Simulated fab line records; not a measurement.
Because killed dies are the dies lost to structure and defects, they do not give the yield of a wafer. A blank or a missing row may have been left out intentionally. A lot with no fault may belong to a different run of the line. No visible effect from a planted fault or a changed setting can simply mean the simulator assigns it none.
Which tool did it? | flow gf180mcu | Sampling: 13 lots, 39 wafers, 3 of 602 route steps

== WHAT THE GAUGES READ, wafer by wafer ==
GF_V5_RS_MEAS_24: uses a four-point probe to measure. Usual: V5_W_RS typically reads 0.326 ohm/sq, with standard deviation 0.0035.
lot  | measured     | on            | V5_W_RS (ohm/sq)  | flag
L982 | day 27 04:17 | film metro-01 | 0.327 0.329 0.329 |
L983 | day 27 13:31 | film metro-01 | 0.329 0.328 0.326 |
L984 | day 27 16:43 | film metro-02 | 0.322 0.327 0.325 |
L986 | day 28 17:06 | film metro-01 | 0.333 0.330 0.327 |
L987 | day 28 17:25 | film metro-01 | 0.330 0.326 0.327 |
L988 | day 28 23:11 | film metro-02 | 0.326 0.327 0.328 |
L989 | day 29 09:29 | film metro-02 | 0.329 0.329 0.335 |
L992 | day 30 12:03 | film metro-01 | 0.327 0.329 0.326 |
L996 | day 31 11:29 | film metro-01 | 0.320 0.319 0.319 |
L997 | day 31 18:00 | film metro-04 | 0.324 0.321 0.321 |
L102 | day 32 21:39 | film metro-02 | 0.328 0.328 0.334 |
L103 | day 33 01:26 | film metro-01 | 0.329 0.330 0.331 |
L104 | day 33 07:28 | film metro-01 | 0.326 0.326 0.328 |

== WHAT TOOL EACH LOT RAN ON (gives the tool, then ch and the chambers of the sampled wafers, and finally the start) ==
lot  | GF_V2_CVD_02                    | GF_V5_SPUTTER_21
L982 | pecvd-02 ch 0,1,2, day 19 02:29 | pvd sputter-02, day 27 04:01
L983 | pecvd-03 ch 0,1,2, day 19 14:10 | pvd sputter-02, day 27 13:17
L984 | pecvd-02 ch 0,1,2, day 19 18:13 | pvd sputter-04, day 27 16:30
L986 | pecvd-01 ch 2, day 21 00:01     | pvd sputter-04, day 28 16:52
L987 | pecvd-03 ch 0,2, day 21 00:22   | pvd sputter-04, day 28 17:12
L988 | pecvd-03 ch 0,1, day 21 09:43   | pvd sputter-04, day 28 22:58
L989 | pecvd-01 ch 1,2, day 21 21:10   | pvd sputter-02, day 29 09:16
L992 | pecvd-03 ch 1,2, day 23 05:34   | pvd sputter-01, day 30 11:49
L996 | pecvd-03 ch 0,1,2, day 24 10:12 | pvd sputter-02, day 31 11:09
L997 | pecvd-03 ch 0,1,2, day 24 20:43 | pvd sputter-04, day 31 17:46
L102 | pecvd-01 ch 0,1,2, day 26 06:25 | pvd sputter-02, day 32 21:26
L103 | pecvd-01 ch 1,2, day 26 10:59   | pvd sputter-01, day 33 01:13
L104 | pecvd-02 ch 0,2, day 26 17:38   | pvd sputter-04, day 33 07:16
- GF_V2_CVD_02: deposits SiO2 from TEOS, target thk 850 nm, time 94.851 s.
- GF_V5_SPUTTER_21: material Ti, target thk 15 nm, time 80.02 s.

== AS READ BY THE TOOLS THEMSELVES (means over the sampled wafers that have a number; for cases with no such wafer, the mark the record gives instead) ==
GF_V2_CVD_02. Usual: heater power w 597 W, standard deviation 92; susceptor temp C 400.03 C, standard deviation 0.22.
lot  | tool     | heater power w (W) | susceptor temp C (C) | flag
L982 | pecvd-02 | 567                | 400.00               |
L983 | pecvd-03 | 596                | 399.97               |
L984 | pecvd-02 | 605                | 400.05               |
L986 | pecvd-01 | 546                | 400.22               |
L987 | pecvd-03 | 689                | 400.08               |
L988 | pecvd-03 | 505                | 400.07               |
L989 | pecvd-01 | 627                | 400.05               |
L992 | pecvd-03 | 605                | 399.90               |
L996 | pecvd-03 | 603                | 400.09               |
L997 | pecvd-03 | 605                | 399.97               |
L102 | pecvd-01 | 642                | 400.24               |
L103 | pecvd-01 | 591                | 400.07               |
L104 | pecvd-02 | 541                | 400.04               |

GF_V5_SPUTTER_21. Usual: throttle valve pct reads 29.9 % (standard deviation 1.3).
lot  | tool           | throttle valve pct (%) | flag
L982 | pvd sputter-02 | 29.8                   |
L983 | pvd sputter-02 | 30.3                   |
L984 | pvd sputter-04 | 28.5                   |
L986 | pvd sputter-04 | 29.1                   |
L987 | pvd sputter-04 | 28.0                   |
L988 | pvd sputter-04 | 30.0                   |
L989 | pvd sputter-02 | 29.4                   |
L992 | pvd sputter-01 | 29.8                   |
L996 | pvd sputter-02 | 30.3                   |
L997 | pvd sputter-04 | 30.1                   |
L102 | pvd sputter-02 | 30.8                   |
L103 | pvd sputter-01 | 30.1                   |
L104 | pvd sputter-04 | 29.9                   |

== THE ANSWER, worked out from the rows above alone ==
Rule: take the mean of a lot's wafers that have a number; if it is more than 3 standard deviations from the usual mean, the lot is off. Also off: a lot with no number at a reading for which 4 or more lots have one. Where the step has rows for the other lots, those lots are counted as sound. Order of review: gauges by route order, followed by the tools' own readings, for which a lot's mean as printed above is used. The first step at which some lot is off is used, and at that step the reading that is off furthest; a lot without a number counts as furthest.
No lot is off at any reading shown: from this, nothing can be told.

== WHAT THE SIMULATOR HAD PUT IN ==
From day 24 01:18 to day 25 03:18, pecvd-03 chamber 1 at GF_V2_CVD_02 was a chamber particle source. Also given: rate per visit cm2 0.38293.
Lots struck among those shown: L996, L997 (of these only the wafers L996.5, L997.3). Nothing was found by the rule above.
